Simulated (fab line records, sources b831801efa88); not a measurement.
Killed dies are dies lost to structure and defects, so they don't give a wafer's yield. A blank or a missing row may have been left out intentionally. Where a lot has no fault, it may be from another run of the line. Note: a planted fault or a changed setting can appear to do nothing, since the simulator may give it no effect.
Which tool was responsible? ; flow sky130 ; Sampling: 12 lots, 36 wafers, 5 of 708 route steps

== WHAT EACH GAUGE READ, for each wafer ==
The record holds no reading of a measuring or inspecting step that can be judged against a usual standard deviation.

== WHAT TOOL EACH LOT RAN ON (gives the tool, then ch and the chambers of the sampled wafers, and finally the start) ==
lot;SKY_METAL4_SPUTTER_01;SKY_METAL4_DESCUM_15;SKY_VIA4_STRIP_13;SKY_METAL5_SPUTTER_00;SKY_PAD_OPEN_PROBE_99
L107;pvd sputter-03, day 40 07:48;rie metal-01 ch 0,1, day 42 07:50;plasma asher-03 ch 0,1, day 43 08:33;pvd sputter-02, day 43 09:52;-
L108;pvd sputter-01, day 40 08:37;rie metal-04 ch 0,1, day 42 08:11;plasma asher-02 ch 0,1, day 43 09:20;pvd sputter-02, day 43 10:40;-
L110;pvd sputter-01, day 40 20:52;rie metal-03 ch 0,1, day 42 19:51;plasma asher-03 ch 0,1, day 43 19:38;pvd sputter-03, day 43 20:53;-
L111;pvd sputter-01, day 41 03:40;rie metal-03 ch 0,1, day 43 03:13;plasma asher-04 ch 0,1, day 44 03:05;pvd sputter-02, day 44 04:20;-
L112;pvd sputter-02, day 41 10:14;rie metal-04 ch 0,1, day 43 10:05;plasma asher-03 ch 0,1, day 44 09:47;pvd sputter-02, day 44 11:07;-
L113;pvd sputter-02, day 41 17:47;rie metal-04 ch 0,1, day 43 17:32;plasma asher-03 ch 0,1, day 44 17:09;pvd sputter-03, day 44 18:35;-
L115;pvd sputter-02, day 42 08:40;rie metal-03 ch 0,1, day 44 06:38;plasma asher-02 ch 0,1, day 45 05:02;pvd sputter-03, day 45 06:41;-
L116;pvd sputter-03, day 42 15:27;rie metal-03 ch 0,1, day 44 13:27;plasma asher-04 ch 0,1, day 45 12:47;pvd sputter-02, day 45 14:05;-
L117;pvd sputter-02, day 42 20:14;rie metal-03 ch 0,1, day 44 17:45;plasma asher-02 ch 0,1, day 45 17:29;pvd sputter-03, day 45 18:44;-
L118;pvd sputter-02, day 43 01:49;rie metal-03 ch 0,1, day 44 22:21;plasma asher-04 ch 0,1, day 45 21:04;pvd sputter-02, day 45 22:21;prober-01, day 48 13:21
L120;pvd sputter-02, day 43 15:39;rie metal-03 ch 0,1, day 45 12:33;plasma asher-02 ch 0,1, day 46 11:53;pvd sputter-02, day 46 13:08;prober-01, day 49 01:52
L129;pvd sputter-02, day 46 16:35;rie metal-01 ch 0,1, day 48 08:42;plasma asher-04 ch 0,1, day 49 04:29;pvd sputter-04, day 49 05:53;-
- SKY_METAL4_SPUTTER_01: material TiN, target thk 20 nm, time 16.7 s.
- SKY_METAL4_DESCUM_15: chemistry O2, time 8 s.
- SKY_VIA4_STRIP_13: strips in O2/N2.
- SKY_METAL5_SPUTTER_00: material Ti, target thk 15 nm, time 10 s.
- SKY_PAD_OPEN_PROBE_99

== AS READ BY THE TOOLS THEMSELVES (means over the sampled wafers that have a number; for cases with no such wafer, the mark the record gives instead) ==
SKY_METAL4_SPUTTER_01. Usual: throttle valve pct 29.5 %, standard deviation 0.64.
lot;tool;throttle valve pct (%);flag
L107;pvd sputter-03;29.3;
L108;pvd sputter-01;29.6;
L110;pvd sputter-01;29.7;
L111;pvd sputter-01;29.6;
L112;pvd sputter-02;29.5;
L113;pvd sputter-02;29.4;
L115;pvd sputter-02;29.1;
L116;pvd sputter-03;29.3;
L117;pvd sputter-02;29.5;
L118;pvd sputter-02;29.3;
L120;pvd sputter-02;29.6;
L129;pvd sputter-02;29.6;

SKY_METAL4_DESCUM_15. Usual: drypump motor current A 5.7 A, standard deviation 0.41; oes product au 1.012 a.u., standard deviation 0.01.
lot;tool;drypump motor current A (A);oes product au (a.u.);flag
L107;rie metal-01;5.7;1.014;
L108;rie metal-04;6.5;1.014;
L110;rie metal-03;5.4;1.024;
L111;rie metal-03;5.4;1.016;
L112;rie metal-04;6.5;1.011;
L113;rie metal-04;6.3;1.009;
L115;rie metal-03;5.4;1.013;
L116;rie metal-03;5.4;1.008;
L117;rie metal-03;5.4;1.021;
L118;rie metal-03;5.4;1.009;
L120;rie metal-03;5.4;1.016;
L129;rie metal-01;5.6;1.006;

SKY_VIA4_STRIP_13. Usual: drypump motor current A 5.5 A, standard deviation 0.47; n2 flow sccm 299.8 sccm, standard deviation 0.82; oes product au 0.710 a.u., standard deviation 0.0045; strip time to endpoint s 12.804 s, standard deviation 0.027.
lot;tool;drypump motor current A (A);n2 flow sccm (sccm);oes product au (a.u.);strip time to endpoint s (s);flag
L107;plasma asher-03;5.5;299.3;0.710;12.782;
L108;plasma asher-02;5.4;299.7;0.709;12.805;
L110;plasma asher-03;5.5;300.3;0.709;12.794;
L111;plasma asher-04;5.1;299.2;0.707;12.788;
L112;plasma asher-03;5.8;299.2;0.706;12.800;
L113;plasma asher-03;5.5;300.7;0.707;12.818;
L115;plasma asher-02;5.4;300.0;0.708;12.795;
L116;plasma asher-04;5.1;300.0;0.709;12.798;
L117;plasma asher-02;5.7;300.0;0.707;12.813;
L118;plasma asher-04;5.1;300.7;0.711;12.787;
L120;plasma asher-02;5.7;299.8;0.709;12.759;
L129;plasma asher-04;5.1;300.6;0.708;12.820;

SKY_METAL5_SPUTTER_00. Usual: throttle valve pct 29.5 %, standard deviation 0.85.
lot;tool;throttle valve pct (%);flag
L107;pvd sputter-02;29.0;
L108;pvd sputter-02;29.2;
L110;pvd sputter-03;30.4;
L111;pvd sputter-02;29.1;
L112;pvd sputter-02;29.3;
L113;pvd sputter-03;29.4;
L115;pvd sputter-03;29.7;
L116;pvd sputter-02;29.5;
L117;pvd sputter-03;29.3;
L118;pvd sputter-02;29.8;
L120;pvd sputter-02;29.0;
L129;pvd sputter-04;30.4;

SKY_PAD_OPEN_PROBE_99. Usual: defect limited yield 82.5 %, standard deviation 1.8; killed_at_M0_to_M3 45, standard deviation 6.8; killed_at_M4_up 3.1, standard deviation 2; killed at contacts 23, standard deviation 5.2; killed at front end 14, standard deviation 3.7; killed at other 0.3, standard deviation 0.61; killed dies 86, standard deviation 9; killed open 46, standard deviation 6.9; killed short 39, standard deviation 6.4; sort_bin_3_pad_short 0.9 %, standard deviation 0.44; sort_bin_5_function 10.5 %, standard deviation 1.4; sort_bin_6_memory 6.1 %, standard deviation 1.1; sort_bin_8_speed 0.01 %, standard deviation 0.052; sort n pass 406, standard deviation 9; sort yield pct 82.5 %, standard deviation 1.8.
lot;tool;defect limited yield (%);killed_at_M0_to_M3;killed_at_M4_up;killed at contacts;killed at front end;killed at other;killed dies;killed open;killed short;sort_bin_3_pad_short (%);sort_bin_5_function (%);sort_bin_6_memory (%);sort_bin_8_speed (%);sort n pass;sort yield pct (%);flag
L118;prober-01;74.5;42;49.7;19;15;0.0;125;42;34;3.6;15.6;6.3;0.00;367;74.5;OFF
L120;prober-01;71.6;40;62.0;24;13;0.3;140;45;37;4.4;17.1;6.9;0.00;352;71.6;OFF

== THE ANSWER, worked out from the rows above alone ==
Rule: a lot is off if the mean of its wafers that have a number lies more than 3 standard deviations from the usual mean. Also off: a lot with no number at a reading for which 4 or more lots have one. Any other lot the step has rows for is counted as sound. The gauges are gone through in route order, then the tools' own readings, and for those a lot's mean is taken as printed above. At the first step where some lot is off, the reading lying furthest off is the one used; lots without a number count as furthest.
Off: L118, L120, at SKY_PAD_OPEN_PROBE_99 (killed_at_M4_up). Neither off nor sound, because the step has no rows for them: L107, L108, L110, L111, L112, L113, L115, L116, L117, L129.
A tool fits if, at that step or a process step before it, it ran every lot that is off, and no sound lot after the first of them. Can't be told from this: 3 tools fit, pvd sputter-02 at SKY_METAL4_SPUTTER_01 and SKY_METAL5_SPUTTER_00, rie metal-03 at SKY_METAL4_DESCUM_15, prober-01 at SKY_PAD_OPEN_PROBE_99.

== WHAT HAD BEEN PUT IN BY THE SIMULATOR ==
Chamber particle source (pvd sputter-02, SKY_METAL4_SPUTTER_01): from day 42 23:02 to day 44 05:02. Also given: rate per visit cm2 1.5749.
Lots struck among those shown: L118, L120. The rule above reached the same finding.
